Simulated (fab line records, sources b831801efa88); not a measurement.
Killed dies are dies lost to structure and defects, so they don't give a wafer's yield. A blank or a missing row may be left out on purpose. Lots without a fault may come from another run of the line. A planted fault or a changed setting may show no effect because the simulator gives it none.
Problem report in the 8D (eight disciplines) form, filled by code | flow sfq_line | the parts of the form that need people (team, actions taken, sign-off) are left out

1. THE PROBLEM
time_to_endpoint_s at SFQ_TRILAYER_I0_CMP_CMP_028 reads a mean of 270 s on 1 wafer of 1 lot; wafers without a fault read 216 s with a standard deviation of 6.8. That is +7.9 standard deviations from the usual mean.
The step: polishes SiO2.
First seen on wafer L179.3, day 18 05:37, on cmp-02. The record holds 39 wafers of 13 lots with a number at this step. Rule for "out", or "out of limits": more than 4 standard deviations from the usual mean. The other wafers with a number count as sound.

2. WHAT IT IS AND WHAT IT IS NOT
question                    | is                 | is not
which readings at this step | time_to_endpoint_s | edge_zone_pressure_frac, motor_current_A
which lots                  | L179               | L168, L169, L171, L172, L178, L185, L186, L187, L188, L189, L190, L191
which wafers of those lots  | L179.3             | L179.4, L179.5
read on which tools         | cmp-02             | cmp-01
when                        | from day 18 05:37  | up to then (16 sound wafers); but 22 sound wafers of L179, L185, L186, L187, L188, L189, L190, L191 came after

3. SUSPECTS, AND WHAT RULES EACH OUT
Counting: a tool at a process step up to the reading stays a suspect if it ran every lot that is out. Sound lots after the first of them don't rule it out here, since some wafers of a struck lot are sound.
- rie_metal-04 at SFQ_TRILAYER_L0_STRIP_STRIP_009 (strips in O2): kept. It ran the lot that is out, L179 (day 8 01:21); its last sound lot up to then is L171 (day 5 06:37).
- cmp-02 at SFQ_TRILAYER_I0_CMP_CMP_028 (polishes SiO2): kept. It ran the lot that is out, L179 (day 18 04:37); its last sound lot up to then is L171 (day 15 00:18). Its own readings are out on those wafers: time_to_endpoint_s.
- Within rie_metal-04 at SFQ_TRILAYER_L0_STRIP_STRIP_009: the wafers that are out ran in chamber 1; their sound lot-mates ran in chamber 0.
- Within cmp-02 at SFQ_TRILAYER_I0_CMP_CMP_028: the wafers that are out ran in chamber 1; their sound lot-mates ran in chamber 3.
Left after counting: rie_metal-04 at SFQ_TRILAYER_L0_STRIP_STRIP_009, cmp-02 at SFQ_TRILAYER_I0_CMP_CMP_028.

4. THE CAUSE (what the simulator had put in)
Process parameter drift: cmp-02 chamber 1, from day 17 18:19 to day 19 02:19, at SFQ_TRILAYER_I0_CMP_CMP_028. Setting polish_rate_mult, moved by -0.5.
Counting left 2 suspects, and this tool is among them.

5. THE CHAIN OF EFFECTS, in route order
Each row: a reading whose mean over the struck wafers that have a number lies more than 3 standard deviations from the usual. Only readings for which the record gives a usual standard deviation are gone through. hours: the time from each lot's start at the first step in this table that gives one to its start at this step, as a median over the lots. sigmas: the change in usual standard deviations.
hours | step                                  | reading            | usual      | on struck wafers | change | sigmas
0     | SFQ_TRILAYER_I0_CMP_CMP_028           | time_to_endpoint_s | 216 s      | 270              | +54    | +7.9
9     | SFQ_TRILAYER_I0_METRO_MEASURE_029     | thk_nm             | 200.2 nm   | 301.1            | +100.9 | +99 or more
160   | SFQ_TRILAYER_I0_VIA_ETCH_VIA_ETCH_034 | oes_product_au     | 0.855 a.u. | 0.998            | +0.143 | +24
The process steps in it:
- SFQ_TRILAYER_I0_CMP_CMP_028: polishes SiO2.
- SFQ_TRILAYER_I0_METRO_MEASURE_029
- SFQ_TRILAYER_I0_VIA_ETCH_VIA_ETCH_034: etches SiO2 in CHF3, stops on Nb, target depth 260 nm.
Later measuring or inspecting steps at which every struck wafer that the step has a row for has a number for every such reading, and none has moved that far: SFQ_I0_BOW_MEAS_907, SFQ_M2_RS_MEAS_914.

6. WHAT WOULD HAVE CAUGHT IT SOONER
In this record the first reading out of limits was taken at day 18 05:37, 11 hours after the fault began at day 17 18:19.
